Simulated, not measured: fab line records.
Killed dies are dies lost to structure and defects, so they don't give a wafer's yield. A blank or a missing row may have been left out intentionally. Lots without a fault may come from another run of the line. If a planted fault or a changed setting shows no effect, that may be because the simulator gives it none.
A lot that was struck, set against a sound lot / flow sky130 / 28 steps out of a route of 708
Sound: these wafers, L540.1, L540.2, L540.6. Struck: wafer L546.5. (L546.4, L546.6 of the same lot were not struck and are left out.) The cause comes at the end.
Per side, at each step with rows, come the tool, then ch with its chambers, and then its first start. Under that, the readings that differ: sound wafers / struck wafers / difference of the means / sigmas: that difference in standard deviations of wafers without a fault.
alike: readings whose means differ by less than 2 such deviations, and words and numbers that are the same on both sides. not compared: withheld readings, readings that some wafer has no value for, bounds like >300 that may hide the same value, and numbers for which the record gives no deviation and whose values overlap.
The two part at a step that has a row with sigmas, a row that says differs or no value, or rows on one side only. Numbers that have no deviation but don't overlap get no sigmas and don't part them. A reading that every wafer of one side lacks parts them only if that side has two wafers or more.

first, 2 steps without rows for these wafers: SKY_VIA2_SPUTTER_20 (material TiN, target thk 20 nm, time 80 s); SKY_VIA2_CVD_21 (deposits W, target thk 420 nm, time 126.4 s).
SKY_VIA2_RS_MEAS_22: measures by four-point-probe.
  sound on filmMetro-03 at day 40 11:07; struck on filmMetro-04 at day 42 02:55
  alike: VIA2_W_RS
SKY_VIA2_THK_MEAS_23: measures by xrf.
  sound on filmMetro-03 at day 40 11:14; struck on filmMetro-04 at day 42 03:00
  alike: VIA2_W_THK
then, 1 step without rows for these wafers: SKY_VIA2_CMP_24 (polishes, stops on SiO2, t overpolish 20 s, target thk 0 nm).
SKY_METAL3_SPUTTER_00: material Ti, target thk 15 nm, time 10 s.
  sound on pvdSputter-03 at day 40 11:35; struck on pvdSputter-01 at day 42 03:27
  alike: throttleValvePct
then, 1 step without rows for these wafers: SKY_METAL3_SPUTTER_01 (material TiN, target thk 20 nm, time 16.7 s).
SKY_METAL3_SPUTTER_02: material AlCu, target thk 735 nm, time 39.1 s.
  sound on pvdSputter-03 at day 40 11:38; struck on pvdSputter-01 at day 42 03:30
  alike: throttleValvePct
SKY_METAL3_SPUTTER_03: material Ti, target thk 5 nm, time 3.3 s.
  sound on pvdSputter-03 at day 40 11:41; struck on pvdSputter-01 at day 42 03:32
  alike: throttleValvePct
SKY_METAL3_SPUTTER_04: material TiN, target thk 70 nm, time 58.3 s.
  sound on pvdSputter-03 at day 40 11:42; struck on pvdSputter-01 at day 42 03:34
  alike: throttleValvePct
then, 1 step without rows for these wafers: SKY_CAPM_CVD_00 (deposits SiO2, target thk 15.5 nm).
SKY_CAPM_THK_MEAS_01:
  sound on filmMetro-01 at day 40 11:46; struck on filmMetro-04 at day 42 03:40
  alike: CAPM_CVD_00_THK
SKY_CAPM_SPUTTER_02: material TiN, target thk 200 nm, time 166.7 s.
  sound on pvdSputter-02 at day 40 11:50; struck on pvdSputter-02 at day 42 03:41
reading=model.TiN_of_CAPM_SPUTTER_02.thkNm (nm); sound=200 201.9 201; struck=241.1; difference=+40.1; sigmas=
  alike: throttleValvePct
SKY_CAPM_RS_MEAS_03: measures by four-point-probe.
  sound on filmMetro-02 at day 40 11:56; struck on filmMetro-02 at day 42 03:52
reading=CAPM_TIN_RS (ohm/sq); sound=6.92 6.84 6.87; struck=5.69; difference=-1.19; sigmas=-17
SKY_CAPM_THK_MEAS_04: measures by xrf.
  sound on filmMetro-02 at day 40 12:04; struck on filmMetro-02 at day 42 03:57
reading=CAPM_TIN_THK (nm); sound=201.0 203.3 201.5; struck=243.3; difference=+41.4; sigmas=+19
then, 7 steps without rows for these wafers: SKY_CAPM_DEHYDRATE_05 (time 60 s); SKY_CAPM_HMDS_06 (prime time 60 s); SKY_CAPM_COAT_07 (resist thk 1140 nm); SKY_CAPM_SOFTBAKE_08 (time 60 s); SKY_CAPM_EXPOSE_09 (exposes mask CAPM, target cd 1000 nm); SKY_CAPM_PEB_10; SKY_CAPM_DEVELOP_11 (develop time 60 s).
SKY_CAPM_OVL_MEAS_12:
  sound on overlay-01 at day 41 12:07; struck on overlay-02 at day 43 03:46
reading=CAPM_OVL (nm); sound=1.3 2.0 -0.1; struck=-4.1; difference=-5.2; sigmas=-4
SKY_CAPM_METAL_ETCH_13: etches TiN in Cl2/BCl3, stops on SiO2, target depth 220 nm, time 62.9 s.
  sound on rieMetal-02 ch 0,1, day 41 12:09; struck on rieMetal-02 ch 1, day 43 03:49
reading=oesProductAu (a.u.); sound=0.938 0.946 0.938; struck=1.015; difference=+0.074; sigmas=+11
reading=throttleValvePct (%); sound=21.906 21.889 21.903; struck=21.850; difference=-0.049; sigmas=-5
  alike: chamberPressureMTorr, drypumpMotorCurrentA, rfFwdPowerW
  not compared: rfHoursCounterH
SKY_CAPM_STRIP_14: strips in O2/N2.
  sound on plasmaAsher-02 ch 0,1, day 41 12:14; struck on plasmaAsher-03 ch 1, day 43 03:54
reading=chamberPressureMTorr (mTorr); sound=1503.2 1499.5 1500.4; struck=1498.3; difference=-2.7; sigmas=-2
reading=drypumpMotorCurrentA (A); sound=6.1 6.0 6.0; struck=5.2; difference=-0.8; sigmas=-2
  alike: o2FlowSccm, oesProductAu, stripTimeToEndpointS
  not compared: rfHoursCounterH
SKY_CAPM_STRIP_15: strips in post etch residue remover, time 1200 s.
  sound on wetBench-02 ch 3, day 41 12:20; struck on wetBench-04 ch 2, day 43 03:58
reading=model.TiN_of_CAPM_SPUTTER_02.thkNm (nm); sound=199.6 201.5 200.5; struck=240.7; difference=+40.2; sigmas=
  alike: bathHeatDutyPct
then, 1 step without rows for these wafers: SKY_CAPM_CLEAN_16 (cleans in IPA, time 180 s).
-- the record jumps here: 7 days lie between the struck wafers' starts before and after (it left off in module CAPM and takes up again in module PAD_OPEN, whose first step shown is number 708 of the route) --
SKY_PAD_OPEN_PROBE_99:
  sound on prober-02 at day 49 07:08; struck on prober-02 at day 50 14:59
reading=defectLimitedYield (%); sound=84.6 83.1 81.5; struck=0; difference=-83; sigmas=-46
reading=killedAtOther; sound=0 0 0; struck=411; difference=+411; sigmas=+99 or more
reading=killedDies; sound=76 83 91; struck=492; difference=+409; sigmas=+46
reading=killedOnRim; sound=17 14 13; struck=96; difference=+81; sigmas=+23
reading=sort_bin_3_pad_short (%); sound=0.6 1.2 0.8; struck=84.1; difference=+83.2; sigmas=+99 or more
reading=sortNPass; sound=416 409 401; struck=0; difference=-409; sigmas=-46
reading=sortYieldPct (%); sound=84.6 83.1 81.5; struck=0; difference=-83; sigmas=-46
  alike: killed_at_M0_to_M3, killed_at_M4_up, killedAtContacts, killedAtFrontEnd, killedOpen, killedShort, sort_bin_5_function, sort_bin_6_memory

## WHERE THEY PART
Earliest at SKY_CAPM_RS_MEAS_03; latest, in this record, at SKY_PAD_OPEN_PROBE_99.

WHY: whatever the simulator had introduced
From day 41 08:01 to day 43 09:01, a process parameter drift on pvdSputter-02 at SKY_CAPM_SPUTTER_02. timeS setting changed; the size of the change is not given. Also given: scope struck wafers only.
